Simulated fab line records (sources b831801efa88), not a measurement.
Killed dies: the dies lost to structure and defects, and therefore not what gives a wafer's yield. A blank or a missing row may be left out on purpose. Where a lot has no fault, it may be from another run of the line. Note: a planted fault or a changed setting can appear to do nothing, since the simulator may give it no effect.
Matching of chambers    flow sky130    4 sister chambers for SKY_VIA1_CMP_02 on cmp-02
The step polishes SiO2. 8 wafers are shown with their chamber, then 9 later ones without.

## WAFERS PAIRED WITH THEIR CHAMBERS
wafer   chamber  motor current A (A)
L658.2  1        10.9
L661.6  3        12.6
L663.1  1        11.4
L663.3  2        14.8
L663.4  0        12.1
L665.2  0        12.3
L665.4  3        12.1
L665.5  2        14.3

## WAFERS WHOSE CHAMBER IS MISSING
wafer   motor current A (A)
L671.1  12.0
L671.3  13.9
L671.4  11.9
L672.3  13.6
L672.5  14.8
L672.6  10.7
L675.2  11.8
L675.5  10.9
L675.6  13.9

## WHICH CHAMBER EACH ONE RAN IN
wafer   from the rows above           in truth
L671.1  can't be placed: 0 or 3       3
L671.3  2                             2
L671.4  can't be placed: 0 or 3 or 1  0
L672.3  can't be placed: 2 or 3 or 0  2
L672.5  2                             2
L672.6  1                             1
L675.2  can't be placed: 0 or 3 or 1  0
L675.5  1                             1
L675.6  2                             2
Correct placement for 5 of the 9. Unplaceable from these rows: 4, with the true chamber sitting among the candidates in 4. Wrongly placed: 0.
How it was worked out, from the rows above alone: a wafer's distance from a chamber is the root of the sum, over the readings, of the square of ((its reading less the chamber's mean) divided by the reading's scatter). If the next closest chamber is less than 2 further off than the closest, the wafer can't be placed; otherwise it belongs to the closest. A chamber's mean is the mean of its shown wafers. The scatter is the square root of a quotient: the sum, over the shown wafers, of each reading's squared deviation from its chamber's mean, divided by wafers minus chambers.
